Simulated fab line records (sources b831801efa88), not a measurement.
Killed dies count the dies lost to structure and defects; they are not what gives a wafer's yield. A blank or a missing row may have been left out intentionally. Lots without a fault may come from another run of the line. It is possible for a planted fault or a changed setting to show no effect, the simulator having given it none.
A sampling plan put to the test || flow gf180mcu || 51 faults told of in these records, all on one fab line, each judged by the records of the lots it struck
The line's own looks make up the plan; these are the steps of the route where a gauge or inspection reads the wafer and leaves it unchanged. Where struck wafers have a number at a look and the file lists that look's usual mean and standard deviation on fault-free wafers, the look can be judged. Caught: the struck wafers' mean, at a look after the fault's first step, is 4 or more of those standard deviations (sigma) away from the usual mean. On the tool: here the same test is run on the tool's own readings at the fault's steps. A different recipe on the struck wafers counts as caught too, as does a record blank only for those wafers.

THE FAULTS, as the simulator had put them in
1. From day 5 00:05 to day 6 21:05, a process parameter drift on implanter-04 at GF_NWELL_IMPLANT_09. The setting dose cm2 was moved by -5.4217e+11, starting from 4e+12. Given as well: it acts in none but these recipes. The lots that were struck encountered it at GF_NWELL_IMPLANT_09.
2. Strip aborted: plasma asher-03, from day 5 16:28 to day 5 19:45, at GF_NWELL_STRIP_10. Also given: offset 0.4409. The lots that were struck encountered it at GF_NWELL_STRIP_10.
3. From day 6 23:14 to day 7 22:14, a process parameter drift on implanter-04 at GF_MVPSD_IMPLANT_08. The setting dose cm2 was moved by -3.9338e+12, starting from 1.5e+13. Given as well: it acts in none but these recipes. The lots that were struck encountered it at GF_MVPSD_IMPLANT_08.
4. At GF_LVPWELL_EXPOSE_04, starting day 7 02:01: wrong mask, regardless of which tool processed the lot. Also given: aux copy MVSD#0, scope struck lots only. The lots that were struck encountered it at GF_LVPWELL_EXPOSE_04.
5. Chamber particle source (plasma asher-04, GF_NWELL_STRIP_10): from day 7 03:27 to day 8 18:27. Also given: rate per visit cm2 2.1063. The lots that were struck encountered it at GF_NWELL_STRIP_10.
6. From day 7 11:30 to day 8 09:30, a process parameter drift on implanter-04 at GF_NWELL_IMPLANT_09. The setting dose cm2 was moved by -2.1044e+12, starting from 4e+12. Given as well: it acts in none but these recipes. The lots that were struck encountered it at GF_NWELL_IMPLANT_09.
7. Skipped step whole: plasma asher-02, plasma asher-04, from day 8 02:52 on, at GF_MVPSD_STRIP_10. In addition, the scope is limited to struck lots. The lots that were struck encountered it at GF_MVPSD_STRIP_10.
8. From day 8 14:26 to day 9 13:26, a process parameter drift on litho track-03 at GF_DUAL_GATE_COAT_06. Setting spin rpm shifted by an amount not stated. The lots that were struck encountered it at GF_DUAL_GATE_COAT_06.
9. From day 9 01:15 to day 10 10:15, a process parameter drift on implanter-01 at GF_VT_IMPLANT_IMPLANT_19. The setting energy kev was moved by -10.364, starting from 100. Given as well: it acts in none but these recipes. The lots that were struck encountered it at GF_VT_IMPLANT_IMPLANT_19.
10. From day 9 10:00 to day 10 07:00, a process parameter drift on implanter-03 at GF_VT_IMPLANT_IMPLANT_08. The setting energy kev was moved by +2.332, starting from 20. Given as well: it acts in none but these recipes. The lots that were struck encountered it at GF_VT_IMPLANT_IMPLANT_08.
11. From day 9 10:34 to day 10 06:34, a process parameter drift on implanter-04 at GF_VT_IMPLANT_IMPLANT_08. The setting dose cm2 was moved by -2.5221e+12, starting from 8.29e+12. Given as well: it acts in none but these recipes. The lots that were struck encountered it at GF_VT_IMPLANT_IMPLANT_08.
12. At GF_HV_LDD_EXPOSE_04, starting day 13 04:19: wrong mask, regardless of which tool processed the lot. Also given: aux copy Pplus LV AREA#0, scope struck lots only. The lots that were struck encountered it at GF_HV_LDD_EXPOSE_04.
13. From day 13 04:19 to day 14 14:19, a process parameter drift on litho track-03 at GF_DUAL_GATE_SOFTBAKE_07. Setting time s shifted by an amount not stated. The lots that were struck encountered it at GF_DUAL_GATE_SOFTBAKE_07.
14. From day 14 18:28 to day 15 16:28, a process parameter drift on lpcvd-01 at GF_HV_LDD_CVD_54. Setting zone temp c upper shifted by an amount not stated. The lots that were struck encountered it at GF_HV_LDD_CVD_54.
15. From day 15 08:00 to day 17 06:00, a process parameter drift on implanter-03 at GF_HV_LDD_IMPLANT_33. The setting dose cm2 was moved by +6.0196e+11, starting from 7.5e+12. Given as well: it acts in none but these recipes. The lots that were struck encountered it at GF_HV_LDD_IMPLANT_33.
16. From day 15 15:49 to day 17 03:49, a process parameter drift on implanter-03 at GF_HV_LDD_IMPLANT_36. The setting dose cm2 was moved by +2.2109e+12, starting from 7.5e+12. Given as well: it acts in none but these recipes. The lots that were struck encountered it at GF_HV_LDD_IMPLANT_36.
17. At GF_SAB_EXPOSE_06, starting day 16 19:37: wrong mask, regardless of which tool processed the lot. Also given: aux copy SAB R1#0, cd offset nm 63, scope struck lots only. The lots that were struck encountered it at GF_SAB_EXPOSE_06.
18. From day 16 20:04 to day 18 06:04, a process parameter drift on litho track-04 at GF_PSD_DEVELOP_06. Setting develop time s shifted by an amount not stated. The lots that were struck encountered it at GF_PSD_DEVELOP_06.
19. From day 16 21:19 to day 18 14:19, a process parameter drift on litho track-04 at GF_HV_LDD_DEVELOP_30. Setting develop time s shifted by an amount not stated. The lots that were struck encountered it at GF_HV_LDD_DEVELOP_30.
20. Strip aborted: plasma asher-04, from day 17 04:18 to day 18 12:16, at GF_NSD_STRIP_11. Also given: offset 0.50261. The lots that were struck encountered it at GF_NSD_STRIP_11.
21. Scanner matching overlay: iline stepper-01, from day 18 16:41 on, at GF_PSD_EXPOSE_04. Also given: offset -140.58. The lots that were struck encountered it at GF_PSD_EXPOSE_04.
22. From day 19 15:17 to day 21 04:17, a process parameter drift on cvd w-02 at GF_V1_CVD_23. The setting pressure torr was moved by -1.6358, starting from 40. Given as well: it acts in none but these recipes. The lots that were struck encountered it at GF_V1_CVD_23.
23. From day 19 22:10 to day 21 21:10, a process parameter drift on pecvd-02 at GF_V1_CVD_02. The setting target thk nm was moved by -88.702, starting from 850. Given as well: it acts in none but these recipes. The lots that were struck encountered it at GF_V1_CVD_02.
24. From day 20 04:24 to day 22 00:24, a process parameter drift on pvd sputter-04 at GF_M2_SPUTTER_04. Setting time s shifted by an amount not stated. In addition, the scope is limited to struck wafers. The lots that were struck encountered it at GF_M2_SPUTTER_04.
25. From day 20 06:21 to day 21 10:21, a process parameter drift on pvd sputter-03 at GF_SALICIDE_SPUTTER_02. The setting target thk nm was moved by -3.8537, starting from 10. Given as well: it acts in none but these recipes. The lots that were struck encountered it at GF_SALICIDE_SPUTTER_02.
26. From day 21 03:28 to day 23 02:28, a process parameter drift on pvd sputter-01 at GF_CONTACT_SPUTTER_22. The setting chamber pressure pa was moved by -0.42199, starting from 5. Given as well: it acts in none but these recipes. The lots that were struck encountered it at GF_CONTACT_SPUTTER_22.
27. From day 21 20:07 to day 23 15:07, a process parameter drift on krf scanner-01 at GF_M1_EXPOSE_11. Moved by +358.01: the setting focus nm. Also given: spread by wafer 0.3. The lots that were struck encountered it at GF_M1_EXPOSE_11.
28. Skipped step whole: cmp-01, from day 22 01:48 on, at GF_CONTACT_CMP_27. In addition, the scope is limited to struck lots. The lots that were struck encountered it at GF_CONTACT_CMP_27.
29. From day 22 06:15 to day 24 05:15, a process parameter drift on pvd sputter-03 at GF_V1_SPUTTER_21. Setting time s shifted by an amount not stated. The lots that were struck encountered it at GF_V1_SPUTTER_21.
30. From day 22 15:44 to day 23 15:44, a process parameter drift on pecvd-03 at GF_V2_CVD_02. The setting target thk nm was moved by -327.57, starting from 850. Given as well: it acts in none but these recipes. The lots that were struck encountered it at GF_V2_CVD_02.
31. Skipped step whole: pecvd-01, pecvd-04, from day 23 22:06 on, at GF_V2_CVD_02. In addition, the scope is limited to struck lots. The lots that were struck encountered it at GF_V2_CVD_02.
32. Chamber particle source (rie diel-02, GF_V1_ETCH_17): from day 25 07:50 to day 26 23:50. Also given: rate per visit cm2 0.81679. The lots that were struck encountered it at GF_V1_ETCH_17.
33. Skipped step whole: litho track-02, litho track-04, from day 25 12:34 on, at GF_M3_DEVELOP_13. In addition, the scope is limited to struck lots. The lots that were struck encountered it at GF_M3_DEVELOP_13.
34. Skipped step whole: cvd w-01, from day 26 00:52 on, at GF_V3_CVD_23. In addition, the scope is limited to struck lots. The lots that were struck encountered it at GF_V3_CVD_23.
35. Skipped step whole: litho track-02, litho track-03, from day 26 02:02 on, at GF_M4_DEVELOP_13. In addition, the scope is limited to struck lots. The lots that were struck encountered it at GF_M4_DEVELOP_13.
36. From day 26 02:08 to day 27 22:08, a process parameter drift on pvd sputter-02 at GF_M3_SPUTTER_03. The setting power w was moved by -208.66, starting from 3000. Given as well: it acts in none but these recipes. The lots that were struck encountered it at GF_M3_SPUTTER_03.
37. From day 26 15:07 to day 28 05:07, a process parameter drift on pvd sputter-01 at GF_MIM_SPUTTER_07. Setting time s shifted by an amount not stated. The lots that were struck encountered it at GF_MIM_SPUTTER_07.
38. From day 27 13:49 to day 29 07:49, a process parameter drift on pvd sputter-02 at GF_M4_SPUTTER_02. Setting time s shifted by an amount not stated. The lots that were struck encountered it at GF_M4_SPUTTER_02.
39. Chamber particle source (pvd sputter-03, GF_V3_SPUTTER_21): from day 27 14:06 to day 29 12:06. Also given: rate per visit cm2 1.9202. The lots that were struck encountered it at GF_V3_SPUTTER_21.
40. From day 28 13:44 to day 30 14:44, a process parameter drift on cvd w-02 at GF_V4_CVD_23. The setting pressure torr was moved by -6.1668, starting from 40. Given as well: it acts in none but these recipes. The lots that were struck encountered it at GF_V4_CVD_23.
41. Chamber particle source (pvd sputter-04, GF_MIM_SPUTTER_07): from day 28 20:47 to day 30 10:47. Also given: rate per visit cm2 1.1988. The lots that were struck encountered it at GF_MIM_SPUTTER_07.
42. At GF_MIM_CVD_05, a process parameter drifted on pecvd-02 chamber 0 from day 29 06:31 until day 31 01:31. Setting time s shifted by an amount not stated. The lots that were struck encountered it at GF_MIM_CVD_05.
43. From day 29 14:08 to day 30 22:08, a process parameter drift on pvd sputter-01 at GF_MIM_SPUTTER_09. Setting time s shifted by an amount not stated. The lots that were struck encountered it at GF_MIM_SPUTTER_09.
44. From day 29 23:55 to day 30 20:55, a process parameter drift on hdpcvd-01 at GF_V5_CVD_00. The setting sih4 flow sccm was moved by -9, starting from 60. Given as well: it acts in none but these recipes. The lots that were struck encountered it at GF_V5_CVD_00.
45. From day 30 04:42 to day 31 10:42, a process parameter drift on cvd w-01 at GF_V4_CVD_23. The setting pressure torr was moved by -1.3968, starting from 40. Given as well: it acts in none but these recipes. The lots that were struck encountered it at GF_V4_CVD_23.
46. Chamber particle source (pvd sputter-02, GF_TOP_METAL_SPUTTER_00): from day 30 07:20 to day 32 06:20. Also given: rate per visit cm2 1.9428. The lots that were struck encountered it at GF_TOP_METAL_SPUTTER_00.
47. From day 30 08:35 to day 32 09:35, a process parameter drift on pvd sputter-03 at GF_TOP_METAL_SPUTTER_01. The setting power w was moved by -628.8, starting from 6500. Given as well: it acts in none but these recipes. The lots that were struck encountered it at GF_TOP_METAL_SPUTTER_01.
48. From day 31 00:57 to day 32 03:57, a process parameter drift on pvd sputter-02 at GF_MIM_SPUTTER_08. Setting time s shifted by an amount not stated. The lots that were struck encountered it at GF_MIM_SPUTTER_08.
49. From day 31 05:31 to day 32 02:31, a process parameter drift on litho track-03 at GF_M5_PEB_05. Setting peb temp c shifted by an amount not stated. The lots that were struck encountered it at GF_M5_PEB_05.
50. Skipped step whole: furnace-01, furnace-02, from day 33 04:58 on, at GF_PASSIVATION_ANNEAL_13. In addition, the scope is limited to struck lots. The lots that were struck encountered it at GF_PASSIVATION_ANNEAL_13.
51. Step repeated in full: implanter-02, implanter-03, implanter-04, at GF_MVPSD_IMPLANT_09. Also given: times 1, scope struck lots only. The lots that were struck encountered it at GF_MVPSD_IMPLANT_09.

WHAT THE PLAN SAW
{"fault": 1, "on the tool itself": "dose ions cm2 -99 or beyond sigma", "first look that catches it": "GF_VT_IMPLANT_RS_MEAS_47", "reading, sigma": "NWELL_RS +7.9", "median hours from its first step to that look": 113.3, "hours from the fault's start to the first struck lot there": 110, "judged looks passed uncaught": 1}
{"fault": 2, "on the tool itself": "oes product au +49 sigma", "first look that catches it": "GF_LVPWELL_TW_MEAS_11", "reading, sigma": "LVPWELL_TW -15", "median hours from its first step to that look": 15.0, "hours from the fault's start to the first struck lot there": 18, "judged looks passed uncaught": 0}
{"fault": 3, "on the tool itself": "dose ions cm2 -99 or beyond sigma", "first look that catches it": "GF_MVPSD_TW_MEAS_11", "reading, sigma": "MVPSD_TW -12", "median hours from its first step to that look": 0.4, "hours from the fault's start to the first struck lot there": 11, "judged looks passed uncaught": 0}
{"fault": 4, "on the tool itself": "under 2 sigma", "first look that catches it": "GF_LVPWELL_TW_MEAS_11", "reading, sigma": "LVPWELL_TW -99 or beyond", "median hours from its first step to that look": 6.7, "hours from the fault's start to the first struck lot there": 7, "judged looks passed uncaught": 0}
{"fault": 5, "on the tool itself": "under 2 sigma", "first look that catches it": "none of the 2 looks that can be judged after it", "reading, sigma": "-", "median hours from its first step to that look": "-", "hours from the fault's start to the first struck lot there": "-", "judged looks passed uncaught": 2}
{"fault": 6, "on the tool itself": "dose ions cm2 -99 or beyond sigma", "first look that catches it": "GF_NWELL_TW_MEAS_11", "reading, sigma": "NWELL_TW -5.1", "median hours from its first step to that look": 0.2, "hours from the fault's start to the first struck lot there": 3, "judged looks passed uncaught": 0}
{"fault": 7, "on the tool itself": "the tool's record is blank for the struck wafers", "first look that catches it": "GF_VT_IMPLANT_TW_MEAS_10", "reading, sigma": "VT_IMPLANT_TW -99 or beyond", "median hours from its first step to that look": 16.9, "hours from the fault's start to the first struck lot there": 20, "judged looks passed uncaught": 0}
{"fault": 8, "on the tool itself": "spin speed rpm -99 or beyond sigma", "first look that catches it": "none of the 3 looks that can be judged after it", "reading, sigma": "-", "median hours from its first step to that look": "-", "hours from the fault's start to the first struck lot there": "-", "judged looks passed uncaught": 3}
{"fault": 9, "on the tool itself": "beam energy keV -99 or beyond sigma", "first look that catches it": "GF_VT_IMPLANT_TW_MEAS_21", "reading, sigma": "VT_IMPLANT_2_TW -6.7", "median hours from its first step to that look": 0.2, "hours from the fault's start to the first struck lot there": 6, "judged looks passed uncaught": 0}
{"fault": 10, "on the tool itself": "beam energy keV +99 or beyond sigma", "first look that catches it": "GF_VT_IMPLANT_TW_MEAS_10", "reading, sigma": "VT_IMPLANT_TW +5.3", "median hours from its first step to that look": 0.2, "hours from the fault's start to the first struck lot there": 17, "judged looks passed uncaught": 0}
{"fault": 11, "on the tool itself": "dose ions cm2 -99 or beyond sigma", "first look that catches it": "GF_VT_IMPLANT_TW_MEAS_10", "reading, sigma": "VT_IMPLANT_TW -19", "median hours from its first step to that look": 0.2, "hours from the fault's start to the first struck lot there": 2, "judged looks passed uncaught": 0}
{"fault": 12, "on the tool itself": "no reading that can be judged", "first look that catches it": "GF_HV_LDD_TW_MEAS_11", "reading, sigma": "HV_LDD_TW -99 or beyond", "median hours from its first step to that look": 10.7, "hours from the fault's start to the first struck lot there": 12, "judged looks passed uncaught": 0}
{"fault": 13, "on the tool itself": "run length s +99 or beyond sigma", "first look that catches it": "no look after it can be judged", "reading, sigma": "-", "median hours from its first step to that look": "-", "hours from the fault's start to the first struck lot there": "-", "judged looks passed uncaught": 0}
{"fault": 14, "on the tool itself": "spike tc upper C +21 sigma", "first look that catches it": "GF_HV_LDD_THK_MEAS_55", "reading, sigma": "HV_LDD_CVD_54_THK +14", "median hours from its first step to that look": 1.2, "hours from the fault's start to the first struck lot there": 2, "judged looks passed uncaught": 0}
{"fault": 15, "on the tool itself": "dose ions cm2 +74 sigma", "first look that catches it": "no look after it can be judged", "reading, sigma": "-", "median hours from its first step to that look": "-", "hours from the fault's start to the first struck lot there": "-", "judged looks passed uncaught": 0}
{"fault": 16, "on the tool itself": "dose ions cm2 +99 or beyond sigma", "first look that catches it": "GF_HV_LDD_TW_MEAS_38", "reading, sigma": "HV_LDD_3_TW +4.4", "median hours from its first step to that look": 0.2, "hours from the fault's start to the first struck lot there": 6, "judged looks passed uncaught": 0}
{"fault": 17, "on the tool itself": "under 2 sigma", "first look that catches it": "GF_SAB_CD_MEAS_09", "reading, sigma": "cd nm +31", "median hours from its first step to that look": 11.6, "hours from the fault's start to the first struck lot there": 18, "judged looks passed uncaught": 0}
{"fault": 18, "on the tool itself": "no reading that can be judged", "first look that catches it": "GF_PSD_TW_MEAS_11", "reading, sigma": "PSD_TW -99 or beyond", "median hours from its first step to that look": 0.6, "hours from the fault's start to the first struck lot there": 2, "judged looks passed uncaught": 0}
{"fault": 19, "on the tool itself": "no reading that can be judged", "first look that catches it": "GF_HV_LDD_CD_MEAS_31", "reading, sigma": "cd nm +5.1", "median hours from its first step to that look": 0.1, "hours from the fault's start to the first struck lot there": 37, "judged looks passed uncaught": 0}
{"fault": 20, "on the tool itself": "under 2 sigma", "first look that catches it": "GF_PSD_TW_MEAS_11", "reading, sigma": "PSD_TW -99 or beyond", "median hours from its first step to that look": 24.1, "hours from the fault's start to the first struck lot there": 56, "judged looks passed uncaught": 0}
{"fault": 21, "on the tool itself": "under 2 sigma", "first look that catches it": "GF_PSD_OVL_MEAS_08", "reading, sigma": "PSD_OVL -99 or beyond", "median hours from its first step to that look": 11.4, "hours from the fault's start to the first struck lot there": 18, "judged looks passed uncaught": 0}
{"fault": 22, "on the tool itself": "chamber pressure Torr -16 sigma", "first look that catches it": "not the one look that can be judged after it", "reading, sigma": "-", "median hours from its first step to that look": "-", "hours from the fault's start to the first struck lot there": "-", "judged looks passed uncaught": 1}
{"fault": 23, "on the tool itself": "under 2 sigma", "first look that catches it": "GF_V1_THK_MEAS_03", "reading, sigma": "V1_CVD_02_THK -7.9", "median hours from its first step to that look": 0.1, "hours from the fault's start to the first struck lot there": 5, "judged looks passed uncaught": 0}
{"fault": 24, "on the tool itself": "under 2 sigma", "first look that catches it": "none of the 7 looks that can be judged after it", "reading, sigma": "-", "median hours from its first step to that look": "-", "hours from the fault's start to the first struck lot there": "-", "judged looks passed uncaught": 7}
{"fault": 25, "on the tool itself": "under 2 sigma", "first look that catches it": "GF_SALICIDE_RS_MEAS_04", "reading, sigma": "SALICIDE_TIN_RS +25", "median hours from its first step to that look": 0.1, "hours from the fault's start to the first struck lot there": 7, "judged looks passed uncaught": 0}
{"fault": 26, "on the tool itself": "chamber pressure pa -38 sigma", "first look that catches it": "no look after it can be judged", "reading, sigma": "-", "median hours from its first step to that look": "-", "hours from the fault's start to the first struck lot there": "-", "judged looks passed uncaught": 0}
{"fault": 27, "on the tool itself": "exposure dose mJ cm2 -43 sigma", "first look that catches it": "GF_M1_CD_MEAS_14", "reading, sigma": "cd nm -38", "median hours from its first step to that look": 11.0, "hours from the fault's start to the first struck lot there": 38, "judged looks passed uncaught": 0}
{"fault": 28, "on the tool itself": "the tool's record is blank for the struck wafers", "first look that catches it": "no look after it can be judged", "reading, sigma": "-", "median hours from its first step to that look": "-", "hours from the fault's start to the first struck lot there": "-", "judged looks passed uncaught": 0}
{"fault": 29, "on the tool itself": "under 2 sigma", "first look that catches it": "no look after it can be judged", "reading, sigma": "-", "median hours from its first step to that look": "-", "hours from the fault's start to the first struck lot there": "-", "judged looks passed uncaught": 0}
{"fault": 30, "on the tool itself": "under 2 sigma", "first look that catches it": "GF_V2_THK_MEAS_03", "reading, sigma": "V2_CVD_02_THK -29", "median hours from its first step to that look": 0.1, "hours from the fault's start to the first struck lot there": 10, "judged looks passed uncaught": 0}
{"fault": 31, "on the tool itself": "the tool's record is blank for the struck wafers", "first look that catches it": "not the one look that can be judged after it", "reading, sigma": "strongest: V2_BOW at GF_V2_BOW_MEAS_05, -2.4", "median hours from its first step to that look": "-", "hours from the fault's start to the first struck lot there": "-", "judged looks passed uncaught": 1}
{"fault": 32, "on the tool itself": "under 2 sigma", "first look that catches it": "none of the 2 looks that can be judged after it", "reading, sigma": "-", "median hours from its first step to that look": "-", "hours from the fault's start to the first struck lot there": "-", "judged looks passed uncaught": 2}
{"fault": 33, "on the tool itself": "no reading that can be judged", "first look that catches it": "no look after it can be judged", "reading, sigma": "-", "median hours from its first step to that look": "-", "hours from the fault's start to the first struck lot there": "-", "judged looks passed uncaught": 0}
{"fault": 34, "on the tool itself": "the tool's record is blank for the struck wafers", "first look that catches it": "GF_V3_RS_MEAS_24", "reading, sigma": "V3_W_RS +99 or beyond", "median hours from its first step to that look": 0.1, "hours from the fault's start to the first struck lot there": 1, "judged looks passed uncaught": 0}
{"fault": 35, "on the tool itself": "no reading that can be judged", "first look that catches it": "no look after it can be judged", "reading, sigma": "-", "median hours from its first step to that look": "-", "hours from the fault's start to the first struck lot there": "-", "judged looks passed uncaught": 0}
{"fault": 36, "on the tool itself": "cathode dc power W -99 or beyond sigma", "first look that catches it": "no look after it can be judged", "reading, sigma": "-", "median hours from its first step to that look": "-", "hours from the fault's start to the first struck lot there": "-", "judged looks passed uncaught": 0}
{"fault": 37, "on the tool itself": "under 2 sigma", "first look that catches it": "no look after it can be judged", "reading, sigma": "-", "median hours from its first step to that look": "-", "hours from the fault's start to the first struck lot there": "-", "judged looks passed uncaught": 0}
{"fault": 38, "on the tool itself": "under 2 sigma", "first look that catches it": "GF_M4_RS_MEAS_05", "reading, sigma": "M4_ALCU_RS -4.0", "median hours from its first step to that look": 0.1, "hours from the fault's start to the first struck lot there": 26, "judged looks passed uncaught": 0}
{"fault": 39, "on the tool itself": "under 2 sigma", "first look that catches it": "not the one look that can be judged after it", "reading, sigma": "-", "median hours from its first step to that look": "-", "hours from the fault's start to the first struck lot there": "-", "judged looks passed uncaught": 1}
{"fault": 40, "on the tool itself": "chamber pressure Torr -69 sigma", "first look that catches it": "GF_V4_RS_MEAS_24", "reading, sigma": "V4_W_RS +8.6", "median hours from its first step to that look": 0.1, "hours from the fault's start to the first struck lot there": 6, "judged looks passed uncaught": 0}
{"fault": 41, "on the tool itself": "under 2 sigma", "first look that catches it": "no look after it can be judged", "reading, sigma": "-", "median hours from its first step to that look": "-", "hours from the fault's start to the first struck lot there": "-", "judged looks passed uncaught": 0}
{"fault": 42, "on the tool itself": "run length s +10 sigma", "first look that catches it": "GF_MIM_THK_MEAS_06", "reading, sigma": "MIM_CVD_05_THK +18", "median hours from its first step to that look": 0.1, "hours from the fault's start to the first struck lot there": 2, "judged looks passed uncaught": 0}
{"fault": 43, "on the tool itself": "under 2 sigma", "first look that catches it": "none of the 4 looks that can be judged after it", "reading, sigma": "-", "median hours from its first step to that look": "-", "hours from the fault's start to the first struck lot there": "-", "judged looks passed uncaught": 4}
{"fault": 44, "on the tool itself": "sih4 flow sccm -53 sigma", "first look that catches it": "GF_V5_THK_MEAS_01", "reading, sigma": "V5_CVD_00_THK -15", "median hours from its first step to that look": 0.0, "hours from the fault's start to the first struck lot there": 11, "judged looks passed uncaught": 0}
{"fault": 45, "on the tool itself": "chamber pressure Torr -16 sigma", "first look that catches it": "not the one look that can be judged after it", "reading, sigma": "-", "median hours from its first step to that look": "-", "hours from the fault's start to the first struck lot there": "-", "judged looks passed uncaught": 1}
{"fault": 46, "on the tool itself": "under 2 sigma", "first look that catches it": "no look after it can be judged", "reading, sigma": "-", "median hours from its first step to that look": "-", "hours from the fault's start to the first struck lot there": "-", "judged looks passed uncaught": 0}
{"fault": 47, "on the tool itself": "cathode dc power W -99 or beyond sigma", "first look that catches it": "no look after it can be judged", "reading, sigma": "-", "median hours from its first step to that look": "-", "hours from the fault's start to the first struck lot there": "-", "judged looks passed uncaught": 0}
{"fault": 48, "on the tool itself": "under 2 sigma", "first look that catches it": "GF_MIM_RS_MEAS_10", "reading, sigma": "MIM_ALCU_RS +28", "median hours from its first step to that look": 0.1, "hours from the fault's start to the first struck lot there": 0, "judged looks passed uncaught": 0}
{"fault": 49, "on the tool itself": "heater power total W +99 or beyond sigma", "first look that catches it": "GF_M5_CD_MEAS_07", "reading, sigma": "cd nm -23", "median hours from its first step to that look": 0.3, "hours from the fault's start to the first struck lot there": 8, "judged looks passed uncaught": 0}
{"fault": 50, "on the tool itself": "the tool's record is blank for the struck wafers", "first look that catches it": "GF_PASSIVATION_BOW_MEAS_14", "reading, sigma": "PASSIVATION_BOW +7.2", "median hours from its first step to that look": 1.5, "hours from the fault's start to the first struck lot there": 2, "judged looks passed uncaught": 0}
{"fault": 51, "on the tool itself": "no reading that can be judged", "first look that catches it": "GF_MVPSD_TW_MEAS_11", "reading, sigma": "MVPSD_TW +8.1", "median hours from its first step to that look": 0.6, "hours from the fault's start to the first struck lot there": "-", "judged looks passed uncaught": 0}
A dash: this means the fault isn't caught or the number doesn't appear in these records.

Caught at a look: 30 of 51. Caught on the tool: 27 of 51. By one or the other: 40 of 51.
On the tool alone, faults 8, 13, 15, 22, 26, 28, 31, 36, 45, 47 were caught.
Caught at a look alone: faults 4, 12, 17, 18, 19, 20, 21, 23, 25, 30, 38, 48, 51.
Caught by neither: faults 5, 24, 29, 32, 33, 35, 37, 39, 41, 43, 46.

THINNER SAMPLING
If the look that catches a fault measured only every second or every third lot, by lot number, the first struck lot would be measured this late in the worst case:
{"fault": 1, "struck lots at that look, in order of time": "L359, L362", "every lot": "110 h", "every second lot": "139 h", "every third lot": "may miss all 2"}
{"fault": 2, "struck lots at that look, in order of time": "L890", "every lot": "18 h", "every second lot": "may miss it", "every third lot": "may miss it"}
{"fault": 3, "struck lots at that look, in order of time": "L585, L586", "every lot": "11 h", "every second lot": "23 h", "every third lot": "may miss all 2"}
{"fault": 4, "struck lots at that look, in order of time": "L705", "every lot": "7 h", "every second lot": "may miss it", "every third lot": "may miss it"}
{"fault": 6, "struck lots at that look, in order of time": "L919, L920", "every lot": "3 h", "every second lot": "15 h", "every third lot": "may miss all 2"}
{"fault": 7, "struck lots at that look, in order of time": "L332, L333", "every lot": "20 h", "every second lot": "30 h", "every third lot": "may miss all 2"}
{"fault": 9, "struck lots at that look, in order of time": "L177, L178", "every lot": "6 h", "every second lot": "10 h", "every third lot": "may miss all 2"}
{"fault": 10, "struck lots at that look, in order of time": "L681, L682", "every lot": "17 h", "every second lot": "19 h", "every third lot": "may miss all 2"}
{"fault": 11, "struck lots at that look, in order of time": "L534, L535", "every lot": "2 h", "every second lot": "4 h", "every third lot": "may miss all 2"}
{"fault": 12, "struck lots at that look, in order of time": "L922", "every lot": "12 h", "every second lot": "may miss it", "every third lot": "may miss it"}
{"fault": 14, "struck lots at that look, in order of time": "L382, L383", "every lot": "2 h", "every second lot": "5 h", "every third lot": "may miss all 2"}
{"fault": 16, "struck lots at that look, in order of time": "L949, L951", "every lot": "6 h", "every second lot": "may miss all 2", "every third lot": "may miss all 2"}
{"fault": 17, "struck lots at that look, in order of time": "L571", "every lot": "18 h", "every second lot": "may miss it", "every third lot": "may miss it"}
{"fault": 18, "struck lots at that look, in order of time": "L427, L428, L429", "every lot": "2 h", "every second lot": "23 h", "every third lot": "23 h"}
{"fault": 19, "struck lots at that look, in order of time": "L374", "every lot": "37 h", "every second lot": "may miss it", "every third lot": "may miss it"}
{"fault": 20, "struck lots at that look, in order of time": "L432", "every lot": "56 h", "every second lot": "may miss it", "every third lot": "may miss it"}
{"fault": 21, "struck lots at that look, in order of time": "L900, L901", "every lot": "18 h", "every second lot": "19 h", "every third lot": "may miss all 2"}
{"fault": 23, "struck lots at that look, in order of time": "L877, L879", "every lot": "5 h", "every second lot": "may miss all 2", "every third lot": "may miss all 2"}
{"fault": 25, "struck lots at that look, in order of time": "L753, L755", "every lot": "7 h", "every second lot": "may miss all 2", "every third lot": "may miss all 2"}
{"fault": 27, "struck lots at that look, in order of time": "L849", "every lot": "38 h", "every second lot": "may miss it", "every third lot": "may miss it"}
{"fault": 30, "struck lots at that look, in order of time": "L803, L804", "every lot": "10 h", "every second lot": "22 h", "every third lot": "may miss all 2"}
{"fault": 34, "struck lots at that look, in order of time": "L908, L909", "every lot": "1 h", "every second lot": "10 h", "every third lot": "may miss all 2"}
{"fault": 38, "struck lots at that look, in order of time": "L106", "every lot": "26 h", "every second lot": "may miss it", "every third lot": "may miss it"}
{"fault": 40, "struck lots at that look, in order of time": "L820, L821", "every lot": "6 h", "every second lot": "14 h", "every third lot": "may miss all 2"}
{"fault": 42, "struck lots at that look, in order of time": "L692, L693", "every lot": "2 h", "every second lot": "17 h", "every third lot": "may miss all 2"}
{"fault": 44, "struck lots at that look, in order of time": "L417, L418", "every lot": "11 h", "every second lot": "19 h", "every third lot": "may miss all 2"}
{"fault": 48, "struck lots at that look, in order of time": "L181, L182", "every lot": "0 h", "every second lot": "5 h", "every third lot": "may miss all 2"}
{"fault": 49, "struck lots at that look, in order of time": "L912, L913", "every lot": "8 h", "every second lot": "16 h", "every third lot": "may miss all 2"}
{"fault": 50, "struck lots at that look, in order of time": "L151, L152, L153", "every lot": "2 h", "every second lot": "13 h", "every third lot": "15 h"}
Hours are from the fault's start to the first struck lot that is measured. 4 sigma limit: tested on the pooled struck wafers, so a lone lot may be under it. Other struck lots may not be in these records.

THE LONGEST TIMED WAY FROM STEP TO LOOK
Fault 1: median gap of 113.3 hours between GF_NWELL_IMPLANT_09 and GF_VT_IMPLANT_RS_MEAS_47. The look between them that can be judged stayed within 4 sigma: GF_VT_IMPLANT_OVL_MEAS_18.
